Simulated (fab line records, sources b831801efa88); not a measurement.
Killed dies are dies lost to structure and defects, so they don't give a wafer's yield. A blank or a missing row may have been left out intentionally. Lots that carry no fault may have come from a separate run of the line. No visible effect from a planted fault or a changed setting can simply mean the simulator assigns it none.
Which tool did it? + flow sky130 + 6 lots, 18 wafers sampled, at 4 steps of a route of 708

WHAT THE GAUGES READ, wafer by wafer
SKY_VIA4_THK_MEAS_01.
| lot  | measured     | on            | VIA4_HDPCVD_THK (nm)          |
|------|--------------|---------------|-------------------------------|
| L785 | day 43 14:23 | film-metro-02 | 1765 1767 1755                |
| L788 | day 44 06:37 | film-metro-02 | 1759 1781 1779                |
| L790 | day 44 17:09 | film-metro-02 | 1743 1757 2629 1742 1755 2633 |
| L792 | day 45 03:46 | film-metro-02 | 1743 1749 1751                |
| L795 | day 46 14:59 | film-metro-02 | 1743 2611 1764 1743 2611 1766 |
| L802 | day 48 05:29 | film-metro-04 | 1769 1758 1763                |

WHICH TOOL RAN EACH LOT (tool, then ch and the chambers of the sampled wafers, then the start)
| lot  | SKY_VIA3_CVD_21               | SKY_METAL4_SPUTTER_04        | SKY_VIA4_HDPCVD_00               |
|------|-------------------------------|------------------------------|----------------------------------|
| L785 | cvd-w-01 ch 0,1, day 41 13:13 | pvd-sputter-01, day 41 13:53 | hdpcvd-02 ch 0,1,2, day 43 14:11 |
| L788 | cvd-w-02 ch 0,1, day 42 07:30 | pvd-sputter-04, day 42 08:10 | hdpcvd-02 ch 1,2, day 44 06:25   |
| L790 | cvd-w-02 ch 0,1, day 42 17:08 | pvd-sputter-02, day 42 17:50 | hdpcvd-02 ch 0,1,2, day 44 16:58 |
| L792 | cvd-w-02 ch 0,1, day 43 05:51 | pvd-sputter-04, day 43 06:34 | hdpcvd-01 ch 0,1, day 45 03:35   |
| L795 | cvd-w-02 ch 0,1, day 44 17:40 | pvd-sputter-04, day 44 18:23 | hdpcvd-02 ch 0,1,2, day 46 14:49 |
| L802 | cvd-w-01 ch 0,1, day 46 13:11 | pvd-sputter-02, day 46 13:54 | hdpcvd-01 ch 1,2, day 48 05:18   |
- SKY_VIA3_CVD_21: deposits W, target thk 390 nm, time 117.31 s.
- SKY_METAL4_SPUTTER_04: material TiN, target thk 70 nm, time 58.3 s.
- SKY_VIA4_HDPCVD_00: deposits SiO2, target thk 1750 nm, time 291.7 s.

THE ANSWER, worked out from the rows above alone
Rule: usual is defined by the lots themselves. The widest of any qualifying gaps counts: lots, ordered by their means at a reading, are off when they make up no more than a third of the lots, leave a main group of 4 or more, and stand apart from it by 3 or more times the standard deviation of that group's means. A main group whose means are all the same, to the digits that the tables above print for the reading, isn't used. Also off: a lot with no number at a reading for which 4 or more lots have one. The other lots that the step has rows for count as sound.
Off: L790, L795, at SKY_VIA4_THK_MEAS_01 (VIA4_HDPCVD_THK). Main group: mean 1762 nm, sd 9.1.
If a tool, at a process step before that reading, ran all the lots that are off and no sound lot after the first of them, it fits. Gauges at SKY_VIA4_THK_MEAS_01: tried the same way as those tools. One fits: SKY_VIA4_HDPCVD_00 on hdpcvd-02. A fault onset in the window from L788 (day 44 06:25, its last sound lot) to L790 (day 44 16:58, its first lot off) fits.

WHAT THE SIMULATOR PUT IN
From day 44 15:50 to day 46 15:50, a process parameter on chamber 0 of hdpcvd-02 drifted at SKY_VIA4_HDPCVD_00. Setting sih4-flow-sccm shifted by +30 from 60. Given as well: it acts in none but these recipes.
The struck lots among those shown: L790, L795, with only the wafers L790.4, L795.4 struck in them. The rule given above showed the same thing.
